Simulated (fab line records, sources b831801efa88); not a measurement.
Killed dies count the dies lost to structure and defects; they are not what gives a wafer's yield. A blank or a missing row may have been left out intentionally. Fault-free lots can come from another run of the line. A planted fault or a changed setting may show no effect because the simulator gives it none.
Which tool was responsible? || flow sky130 || 15 lots with 45 wafers sampled at 5 steps, on a route of 708 steps

## WHAT THE GAUGES READ, wafer by wafer
SKY_FIELD_ISO_THK_MEAS_23. Usual: FIELD_ISO_OXIDATION_01_THK gives 9.89 nm (standard deviation 0.2).
{"lot": "L821", "measured": "day 2 11:26", "on": "film_metro-01", "FIELD_ISO_OXIDATION_01_THK (nm)": "10.01 9.89 10.09", "flag": ""}
{"lot": "L822", "measured": "day 2 17:08", "on": "film_metro-02", "FIELD_ISO_OXIDATION_01_THK (nm)": "10.26 10.13 10.14", "flag": ""}
{"lot": "L823", "measured": "day 2 22:31", "on": "film_metro-01", "FIELD_ISO_OXIDATION_01_THK (nm)": "9.66 9.68 9.71", "flag": ""}
{"lot": "L824", "measured": "day 3 05:02", "on": "film_metro-01", "FIELD_ISO_OXIDATION_01_THK (nm)": "9.61 9.76 9.96", "flag": ""}
{"lot": "L825", "measured": "day 3 12:16", "on": "film_metro-01", "FIELD_ISO_OXIDATION_01_THK (nm)": "10.05 10.15 9.96", "flag": ""}
{"lot": "L826", "measured": "day 3 15:37", "on": "film_metro-03", "FIELD_ISO_OXIDATION_01_THK (nm)": "9.64 9.68 9.68", "flag": ""}
{"lot": "L827", "measured": "day 3 22:58", "on": "film_metro-03", "FIELD_ISO_OXIDATION_01_THK (nm)": "10.14 10.27 10.16", "flag": ""}
{"lot": "L828", "measured": "day 4 02:45", "on": "film_metro-01", "FIELD_ISO_OXIDATION_01_THK (nm)": "9.70 10.01 9.88", "flag": ""}
{"lot": "L835", "measured": "day 5 12:49", "on": "film_metro-03", "FIELD_ISO_OXIDATION_01_THK (nm)": "10.09 10.16 10.17", "flag": ""}
{"lot": "L836", "measured": "day 5 19:41", "on": "film_metro-03", "FIELD_ISO_OXIDATION_01_THK (nm)": "9.73 9.90 9.85", "flag": ""}
{"lot": "L837", "measured": "day 5 23:52", "on": "film_metro-01", "FIELD_ISO_OXIDATION_01_THK (nm)": "9.69 9.92 9.79", "flag": ""}
{"lot": "L838", "measured": "day 6 03:53", "on": "film_metro-03", "FIELD_ISO_OXIDATION_01_THK (nm)": "10.29 10.27 10.17", "flag": ""}
{"lot": "L839", "measured": "day 6 10:10", "on": "film_metro-02", "FIELD_ISO_OXIDATION_01_THK (nm)": "9.84 9.93 9.71", "flag": ""}
{"lot": "L840", "measured": "day 6 18:40", "on": "film_metro-01", "FIELD_ISO_OXIDATION_01_THK (nm)": "10.17 10.21 10.29", "flag": ""}
{"lot": "L841", "measured": "day 6 21:05", "on": "film_metro-01", "FIELD_ISO_OXIDATION_01_THK (nm)": "9.84 9.94 9.79", "flag": ""}

SKY_NWELL_THK_MEAS_02. Usual: NWELL_OXIDATION_THK gives 9.91 nm (standard deviation 0.19).
{"lot": "L821", "measured": "day 2 16:54", "on": "film_metro-03", "NWELL_OXIDATION_THK (nm)": "9.74 9.77 9.58", "flag": ""}
{"lot": "L822", "measured": "day 2 22:13", "on": "film_metro-03", "NWELL_OXIDATION_THK (nm)": "9.92 9.97 9.93", "flag": ""}
{"lot": "L823", "measured": "day 3 03:53", "on": "film_metro-02", "NWELL_OXIDATION_THK (nm)": "9.57 9.61 9.77", "flag": ""}
{"lot": "L824", "measured": "day 3 11:41", "on": "film_metro-02", "NWELL_OXIDATION_THK (nm)": "9.71 9.56 9.67", "flag": ""}
{"lot": "L825", "measured": "day 3 21:17", "on": "film_metro-04", "NWELL_OXIDATION_THK (nm)": "9.67 9.70 9.81", "flag": ""}
{"lot": "L826", "measured": "day 4 01:34", "on": "film_metro-03", "NWELL_OXIDATION_THK (nm)": "9.67 9.52 9.55", "flag": ""}
{"lot": "L827", "measured": "day 4 09:11", "on": "film_metro-02", "NWELL_OXIDATION_THK (nm)": "10.12 10.27 10.13", "flag": ""}
{"lot": "L828", "measured": "day 4 10:56", "on": "film_metro-02", "NWELL_OXIDATION_THK (nm)": "9.75 9.76 9.75", "flag": ""}
{"lot": "L835", "measured": "day 5 18:31", "on": "film_metro-03", "NWELL_OXIDATION_THK (nm)": "10.05 10.11 9.86", "flag": ""}
{"lot": "L836", "measured": "day 6 01:01", "on": "film_metro-04", "NWELL_OXIDATION_THK (nm)": "9.84 9.95 9.99", "flag": ""}
{"lot": "L837", "measured": "day 6 04:49", "on": "film_metro-03", "NWELL_OXIDATION_THK (nm)": "10.07 9.74 9.74", "flag": ""}
{"lot": "L838", "measured": "day 6 11:34", "on": "film_metro-04", "NWELL_OXIDATION_THK (nm)": "9.86 9.83 10.06", "flag": ""}
{"lot": "L839", "measured": "day 6 15:49", "on": "film_metro-02", "NWELL_OXIDATION_THK (nm)": "10.38 10.24 10.16", "flag": ""}
{"lot": "L840", "measured": "day 7 00:00", "on": "film_metro-02", "NWELL_OXIDATION_THK (nm)": "9.90 10.07 9.99", "flag": ""}
{"lot": "L841", "measured": "day 7 02:11", "on": "film_metro-04", "NWELL_OXIDATION_THK (nm)": "10.12 10.27 10.10", "flag": ""}

SKY_NWELL_RS_MEAS_29: the measuring method here is four-point-probe. Usual: NWELL_RS gives 624.8 ohm/sq (standard deviation 1.9).
{"lot": "L821", "measured": "day 5 10:44", "on": "film_metro-03", "NWELL_RS (ohm/sq)": "623.9 623.8 624.0", "flag": ""}
{"lot": "L822", "measured": "day 5 16:06", "on": "film_metro-04", "NWELL_RS (ohm/sq)": "624.7 624.9 625.8", "flag": ""}
{"lot": "L823", "measured": "day 5 22:37", "on": "film_metro-02", "NWELL_RS (ohm/sq)": "628.1 628.2 627.9", "flag": ""}
{"lot": "L824", "measured": "day 6 07:14", "on": "film_metro-04", "NWELL_RS (ohm/sq)": "624.1 622.2 624.3", "flag": ""}
{"lot": "L825", "measured": "day 6 19:05", "on": "film_metro-02", "NWELL_RS (ohm/sq)": "653.0 651.5 651.5", "flag": "OFF"}
{"lot": "L826", "measured": "day 6 23:35", "on": "film_metro-04", "NWELL_RS (ohm/sq)": "647.4 648.6 646.0", "flag": "OFF"}
{"lot": "L827", "measured": "day 7 09:14", "on": "film_metro-03", "NWELL_RS (ohm/sq)": "651.6 653.4 651.7", "flag": "OFF"}
{"lot": "L828", "measured": "day 7 12:10", "on": "film_metro-02", "NWELL_RS (ohm/sq)": "627.3 626.3 627.7", "flag": ""}
{"lot": "L835", "measured": "day 9 01:28", "on": "film_metro-02", "NWELL_RS (ohm/sq)": "625.4 623.7 624.0", "flag": ""}
{"lot": "L836", "measured": "day 9 08:06", "on": "film_metro-03", "NWELL_RS (ohm/sq)": "624.9 623.0 624.4", "flag": ""}
{"lot": "L837", "measured": "day 9 14:02", "on": "film_metro-03", "NWELL_RS (ohm/sq)": "624.4 622.3 622.6", "flag": ""}
{"lot": "L838", "measured": "day 9 20:23", "on": "film_metro-04", "NWELL_RS (ohm/sq)": "627.1 625.2 624.8", "flag": ""}
{"lot": "L839", "measured": "day 10 03:58", "on": "film_metro-02", "NWELL_RS (ohm/sq)": "626.4 626.4 626.2", "flag": ""}
{"lot": "L840", "measured": "day 10 13:23", "on": "film_metro-04", "NWELL_RS (ohm/sq)": "621.9 624.3 621.8", "flag": ""}
{"lot": "L841", "measured": "day 10 14:54", "on": "film_metro-03", "NWELL_RS (ohm/sq)": "623.9 624.4 623.8", "flag": ""}

## WHAT TOOL EACH LOT RAN ON (gives the tool, then ch and the chambers of the sampled wafers, and finally the start)
{"lot": "L821", "SKY_FIELD_ISO_CMP_27": "cmp-02 ch 0,2,3, day 2 14:17", "SKY_NWELL_IMPLANT_13": "implanter-03 ch 0, day 4 16:28"}
{"lot": "L822", "SKY_FIELD_ISO_CMP_27": "cmp-02 ch 0,1,3, day 2 19:55", "SKY_NWELL_IMPLANT_13": "implanter-01 ch 0, day 4 22:18"}
{"lot": "L823", "SKY_FIELD_ISO_CMP_27": "cmp-01 ch 0,1, day 3 01:13", "SKY_NWELL_IMPLANT_13": "implanter-02 ch 0, day 5 04:28"}
{"lot": "L824", "SKY_FIELD_ISO_CMP_27": "cmp-01 ch 1,3, day 3 08:13", "SKY_NWELL_IMPLANT_13": "implanter-01 ch 0, day 5 12:58"}
{"lot": "L825", "SKY_FIELD_ISO_CMP_27": "cmp-01 ch 1,2,3, day 3 15:09", "SKY_NWELL_IMPLANT_13": "implanter-01, day 6 00:04"}
{"lot": "L826", "SKY_FIELD_ISO_CMP_27": "cmp-01 ch 1,3, day 3 19:57", "SKY_NWELL_IMPLANT_13": "implanter-01, day 6 04:46"}
{"lot": "L827", "SKY_FIELD_ISO_CMP_27": "cmp-01 ch 2,3, day 4 03:23", "SKY_NWELL_IMPLANT_13": "implanter-02, day 6 13:55"}
{"lot": "L828", "SKY_FIELD_ISO_CMP_27": "cmp-01 ch 0,2,3, day 4 07:04", "SKY_NWELL_IMPLANT_13": "implanter-02 ch 0, day 6 16:12"}
{"lot": "L835", "SKY_FIELD_ISO_CMP_27": "cmp-01 ch 1,2, day 5 15:41", "SKY_NWELL_IMPLANT_13": "implanter-03 ch 0, day 8 04:07"}
{"lot": "L836", "SKY_FIELD_ISO_CMP_27": "cmp-02 ch 0,1,3, day 5 22:41", "SKY_NWELL_IMPLANT_13": "implanter-02 ch 0, day 8 09:42"}
{"lot": "L837", "SKY_FIELD_ISO_CMP_27": "cmp-01 ch 1,2,3, day 6 02:30", "SKY_NWELL_IMPLANT_13": "implanter-01 ch 0, day 8 16:04"}
{"lot": "L838", "SKY_FIELD_ISO_CMP_27": "cmp-01 ch 0,3, day 6 08:45", "SKY_NWELL_IMPLANT_13": "implanter-03 ch 0, day 8 22:22"}
{"lot": "L839", "SKY_FIELD_ISO_CMP_27": "cmp-02 ch 1,2,3, day 6 13:04", "SKY_NWELL_IMPLANT_13": "implanter-03 ch 0, day 9 05:27"}
{"lot": "L840", "SKY_FIELD_ISO_CMP_27": "cmp-02 ch 0,1,2, day 6 20:34", "SKY_NWELL_IMPLANT_13": "implanter-01 ch 0, day 9 14:37"}
{"lot": "L841", "SKY_FIELD_ISO_CMP_27": "cmp-02 ch 1,2,3, day 6 23:28", "SKY_NWELL_IMPLANT_13": "implanter-01 ch 0, day 9 16:29"}
- SKY_FIELD_ISO_CMP_27: polishes, stops on Si3N4, t overpolish 16 s, target thk 457.8 nm.
- SKY_NWELL_IMPLANT_13

## AS READ BY THE TOOLS THEMSELVES (means over the sampled wafers that have a number; for cases with no such wafer, the mark the record gives instead)
SKY_FIELD_ISO_CMP_27. Usual: motor_current_A 11.9 A, standard deviation 1.1; overpolish_run_s 15.999 s, standard deviation 0.0098; time_to_endpoint_s 109 s, standard deviation 4.5.
{"lot": "L821", "tool": "cmp-02", "motor_current_A (A)": 12.0, "overpolish_run_s (s)": 15.993, "time_to_endpoint_s (s)": 107, "flag": ""}
{"lot": "L822", "tool": "cmp-02", "motor_current_A (A)": 11.0, "overpolish_run_s (s)": 15.999, "time_to_endpoint_s (s)": 108, "flag": ""}
{"lot": "L823", "tool": "cmp-01", "motor_current_A (A)": 11.2, "overpolish_run_s (s)": 15.997, "time_to_endpoint_s (s)": 113, "flag": ""}
{"lot": "L824", "tool": "cmp-01", "motor_current_A (A)": 11.8, "overpolish_run_s (s)": 15.988, "time_to_endpoint_s (s)": 106, "flag": ""}
{"lot": "L825", "tool": "cmp-01", "motor_current_A (A)": 12.0, "overpolish_run_s (s)": 16.007, "time_to_endpoint_s (s)": 107, "flag": ""}
{"lot": "L826", "tool": "cmp-01", "motor_current_A (A)": 12.2, "overpolish_run_s (s)": 16.003, "time_to_endpoint_s (s)": 105, "flag": ""}
{"lot": "L827", "tool": "cmp-01", "motor_current_A (A)": 12.7, "overpolish_run_s (s)": 15.984, "time_to_endpoint_s (s)": 107, "flag": ""}
{"lot": "L828", "tool": "cmp-01", "motor_current_A (A)": 12.8, "overpolish_run_s (s)": 16.009, "time_to_endpoint_s (s)": 108, "flag": ""}
{"lot": "L835", "tool": "cmp-01", "motor_current_A (A)": 12.1, "overpolish_run_s (s)": 15.994, "time_to_endpoint_s (s)": 110, "flag": ""}
{"lot": "L836", "tool": "cmp-02", "motor_current_A (A)": 11.0, "overpolish_run_s (s)": 15.996, "time_to_endpoint_s (s)": 114, "flag": ""}
{"lot": "L837", "tool": "cmp-01", "motor_current_A (A)": 12.2, "overpolish_run_s (s)": 15.988, "time_to_endpoint_s (s)": 111, "flag": ""}
{"lot": "L838", "tool": "cmp-01", "motor_current_A (A)": 12.5, "overpolish_run_s (s)": 16.002, "time_to_endpoint_s (s)": 111, "flag": ""}
{"lot": "L839", "tool": "cmp-02", "motor_current_A (A)": 10.8, "overpolish_run_s (s)": 16.004, "time_to_endpoint_s (s)": 107, "flag": ""}
{"lot": "L840", "tool": "cmp-02", "motor_current_A (A)": 11.7, "overpolish_run_s (s)": 16.000, "time_to_endpoint_s (s)": 108, "flag": ""}
{"lot": "L841", "tool": "cmp-02", "motor_current_A (A)": 11.5, "overpolish_run_s (s)": 16.007, "time_to_endpoint_s (s)": 105, "flag": ""}

SKY_NWELL_IMPLANT_13. Usual: beam_energy_keV 50.001, standard deviation 0.015; beam_on_s 9.95 s, standard deviation 0.22.
{"lot": "L821", "tool": "implanter-03", "beam_energy_keV": 49.984, "beam_on_s (s)": 10.02, "flag": ""}
{"lot": "L822", "tool": "implanter-01", "beam_energy_keV": 49.983, "beam_on_s (s)": 10.11, "flag": ""}
{"lot": "L823", "tool": "implanter-02", "beam_energy_keV": 50.007, "beam_on_s (s)": 9.98, "flag": ""}
{"lot": "L824", "tool": "implanter-01", "beam_energy_keV": 49.981, "beam_on_s (s)": 9.92, "flag": ""}
{"lot": "L825", "tool": "implanter-01", "beam_energy_keV": "-", "beam_on_s (s)": "-", "flag": "OFF"}
{"lot": "L826", "tool": "implanter-01", "beam_energy_keV": "-", "beam_on_s (s)": "-", "flag": "OFF"}
{"lot": "L827", "tool": "implanter-02", "beam_energy_keV": "-", "beam_on_s (s)": "-", "flag": "OFF"}
{"lot": "L828", "tool": "implanter-02", "beam_energy_keV": 49.986, "beam_on_s (s)": 9.81, "flag": ""}
{"lot": "L835", "tool": "implanter-03", "beam_energy_keV": 49.997, "beam_on_s (s)": 10.01, "flag": ""}
{"lot": "L836", "tool": "implanter-02", "beam_energy_keV": 50.014, "beam_on_s (s)": 10.04, "flag": ""}
{"lot": "L837", "tool": "implanter-01", "beam_energy_keV": 50.002, "beam_on_s (s)": 10.05, "flag": ""}
{"lot": "L838", "tool": "implanter-03", "beam_energy_keV": 50.015, "beam_on_s (s)": 9.79, "flag": ""}
{"lot": "L839", "tool": "implanter-03", "beam_energy_keV": 49.990, "beam_on_s (s)": 9.97, "flag": ""}
{"lot": "L840", "tool": "implanter-01", "beam_energy_keV": 50.018, "beam_on_s (s)": 9.94, "flag": ""}
{"lot": "L841", "tool": "implanter-01", "beam_energy_keV": 50.009, "beam_on_s (s)": 9.88, "flag": ""}

## THE ANSWER, worked out from the rows above alone
Rule: lot off if the mean of its wafers having a number is beyond 3 standard deviations from the usual mean. A lot without any number at a reading at which 4 lots or more have one is off too. All remaining lots with rows at the step are treated as sound. After the gauges, taken in route order, come the tools' own readings; for these a lot's mean is taken, as printed above. The first step at which some lot is off is used, and at that step the reading that is off furthest; a lot without a number counts as furthest.
Off: L825, L826, L827, at SKY_NWELL_RS_MEAS_29 (NWELL_RS).
If a tool, at a process step before that reading, ran all the lots that are off and no sound lot after the first of them, it fits. The gauges at SKY_NWELL_RS_MEAS_29 aren't tried: what is off there is off at SKY_NWELL_IMPLANT_13 too, on other tools, and a gauge's error can't cause that. None of those tried fits.

## WHAT WAS PUT IN BY THE SIMULATOR
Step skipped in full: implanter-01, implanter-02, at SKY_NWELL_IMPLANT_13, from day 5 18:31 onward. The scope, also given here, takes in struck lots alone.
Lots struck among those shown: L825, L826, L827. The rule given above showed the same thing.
